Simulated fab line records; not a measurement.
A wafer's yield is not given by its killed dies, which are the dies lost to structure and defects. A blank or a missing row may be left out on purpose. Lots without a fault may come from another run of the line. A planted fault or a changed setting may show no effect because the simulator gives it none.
Which tool was responsible? -- flow sky130 -- 36 wafers from 13 lots sampled at 4 of the route's 708 steps

WHAT THE GAUGES SHOWED, per wafer
SKY_FIELD_ISO_BOW_MEAS_00.
lot,measured,on,INCOMING_BOW (um)
L447,day 1 15:08,film-metro-04,7 7 -2
L448,day 1 20:02,film-metro-04,-2 -6 -2
L449,day 2 01:00,film-metro-04,-6 4 -2
L452,day 2 16:00,film-metro-04,2 -3 -3
L455,day 3 07:00,film-metro-04,2 -3 -7
L456,day 3 12:02,film-metro-02,5 11 -4
L457,day 3 17:00,film-metro-04,3 -13 12
L458,day 3 22:00,film-metro-02,4 12 -2
L459,day 4 03:00,film-metro-02,-2 8 -3
L461,day 4 13:01,film-metro-02,-5 -7 7
L463,day 4 23:04,film-metro-02,4 7
L464,day 5 04:04,film-metro-02,0 7
L469,day 6 05:00,film-metro-02,0 -10

SKY_PWDE_TW_MEAS_10.
lot,measured,on,PWDE_TW
L447,day 4 01:32,film-metro-02,372.1 370.9 370.0
L448,day 4 07:43,film-metro-03,373.7 376.0 373.6
L449,day 4 11:46,film-metro-03,375.3 375.1 375.4
L452,day 5 06:34,film-metro-02,370.4 371.2 372.1
L455,day 5 23:01,film-metro-02,369.1 373.1 369.9
L456,day 6 03:10,film-metro-02,371.2 371.4 372.5
L457,day 6 12:21,film-metro-03,377.2 374.7 376.7
L458,day 6 15:33,film-metro-01,373.0 372.6 371.7
L459,day 6 20:27,film-metro-03,376.8 378.5 375.9
L461,day 7 06:28,film-metro-02,372.0 372.6 374.1
L469,day 9 05:42,film-metro-02,370.1

WHAT TOOL EACH LOT RAN ON (gives the tool, then ch and the chambers of the sampled wafers, and finally the start)
lot,SKY_FIELD_ISO_ETCH_15,SKY_FIELD_ISO_STRIP_16
L447,"rie-diel-03 ch 2,3, day 2 09:32","plasma-asher-04 ch 0,1, day 2 09:37"
L448,"rie-diel-01 ch 2,3, day 2 14:29","plasma-asher-02 ch 0,1, day 2 14:34"
L449,"rie-diel-04 ch 0,2,3, day 2 19:47","plasma-asher-03 ch 0, day 2 19:51"
L452,"rie-diel-01 ch 0,1,3, day 3 13:53","plasma-asher-04 ch 0,1, day 3 13:56"
L455,"rie-diel-04 ch 0,2,3, day 4 03:47","plasma-asher-02 ch 0,1, day 4 03:50"
L456,"rie-diel-04 ch 0,2,3, day 4 08:41","plasma-asher-03 ch 0,1, day 4 08:46"
L457,"rie-diel-01 ch 1,3, day 4 16:38","plasma-asher-03 ch 0,1, day 4 16:41"
L458,"rie-diel-03 ch 1,3, day 4 20:38","plasma-asher-03 ch 0,1, day 4 20:41"
L459,"rie-diel-01 ch 0,2,3, day 5 01:17","plasma-asher-04 ch 0,1, day 5 01:21"
L461,"rie-diel-03 ch 0,2,3, day 5 10:56","plasma-asher-03 ch 0,1, day 5 10:59"
L463,"rie-diel-03 ch 0,2, day 5 22:32","plasma-asher-03 ch 1, day 5 22:37"
L464,"rie-diel-03 ch 2,3, day 6 02:41","plasma-asher-02 ch 0,1, day 6 02:46"
L469,"rie-diel-03 ch 0, day 7 05:05","plasma-asher-04 ch 1, day 7 05:08"
- SKY_FIELD_ISO_ETCH_15: etches the open film in CHF3/O2, stops on Si, target depth 180 nm, time 72 s.
- SKY_FIELD_ISO_STRIP_16: strips in O2/N2.

AS READ BY THE TOOLS THEMSELVES (means over the sampled wafers that have a number; for cases with no such wafer, the mark the record gives instead)
SKY_FIELD_ISO_ETCH_15.
lot,tool,O2_flow_sccm (sccm),drypump-motor-current-A (A),oes-product-au (a.u.),rf-fwd-power-W (W),throttle-valve-pct (%)
L447,rie-diel-03,5.003,5.6,0.937,595.3,8.846
L448,rie-diel-01,5.019,5.6,0.939,595.1,8.852
L449,rie-diel-04,5.008,6.2,0.943,597.4,8.848
L452,rie-diel-01,4.993,6.0,0.938,595.2,8.853
L455,rie-diel-04,5.003,6.2,0.946,599.2,8.846
L456,rie-diel-04,4.999,6.2,0.946,597.5,8.845
L457,rie-diel-01,4.989,6.0,0.945,595.1,8.845
L458,rie-diel-03,4.978,6.0,0.945,593.2,8.842
L459,rie-diel-01,5.006,5.9,0.949,595.1,8.848
L461,rie-diel-03,5.001,5.8,0.954,596.7,8.845
L463,rie-diel-03,4.995,5.7,0.724,596.1,8.771
L464,rie-diel-03,4.995,5.8,0.724,596.1,8.781
L469,rie-diel-03,5.010,6.0,0.841,595.5,8.800

SKY_FIELD_ISO_STRIP_16.
lot,tool,drypump-motor-current-A (A),oes-product-au (a.u.),strip-time-to-endpoint-s (s)
L447,plasma-asher-04,5.3,0.379,3.62
L448,plasma-asher-02,5.5,0.381,3.65
L449,plasma-asher-03,6.5,0.376,3.55
L452,plasma-asher-04,5.3,0.379,3.56
L455,plasma-asher-02,5.5,0.381,3.57
L456,plasma-asher-03,5.7,0.380,3.56
L457,plasma-asher-03,6.1,0.380,3.58
L458,plasma-asher-03,5.8,0.380,3.55
L459,plasma-asher-04,5.3,0.380,3.59
L461,plasma-asher-03,6.1,0.377,3.60
L463,plasma-asher-03,5.3,0.413,4.33
L464,plasma-asher-02,5.5,0.409,4.28
L469,plasma-asher-04,5.3,0.396,3.92

THE ANSWER, worked out from the rows above alone
Rule: what is usual is taken from the lots themselves. Put in order of their means at a reading, lots are off if they are a third of the lots or fewer, leave a main group of 4 or more, and stand apart from it by a gap of 3 or more times the standard deviation of the main group's means; of several such gaps the widest counts. A main group is skipped when, at the precision printed for the reading in the tables above, its means are all equal. A lot without any number at a reading at which 4 lots or more have one is off too. Where the step has rows for the other lots, those lots are counted as sound. The gauges are gone through in route order, then the tools' own readings, and for those a lot's mean is taken as printed above. The first step at which some lot is off is used, and at that step the reading that is off furthest; a lot without a number counts as furthest.
Off: L463, L464, L469, at SKY_FIELD_ISO_ETCH_15 (oes-product-au). Main group: mean 0.944 a.u., sd 0.005.
A tool fits if, at that step or a process step before it, it ran every lot that is off, and no sound lot after the first of them. One fits: rie-diel-03 at SKY_FIELD_ISO_ETCH_15. A fault onset in the window from L461 (day 5 10:56, its last sound lot) to L463 (day 5 22:32, its first lot off) fits.
The tool's own readings at SKY_FIELD_ISO_ETCH_15 bear it out: on the lots that are off they differ by more than 5 times the standard deviation of the sound lots' means. oes-product-au reads 0.763 a.u. there against 0.944 a.u. on the sound lots; throttle-valve-pct reads 8.784 % there against 8.847 % on the sound lots.

WHAT HAD BEEN PUT IN BY THE SIMULATOR
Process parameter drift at SKY_FIELD_ISO_ETCH_15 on rie-diel-03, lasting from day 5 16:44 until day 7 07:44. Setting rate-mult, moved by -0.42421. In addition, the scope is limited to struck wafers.
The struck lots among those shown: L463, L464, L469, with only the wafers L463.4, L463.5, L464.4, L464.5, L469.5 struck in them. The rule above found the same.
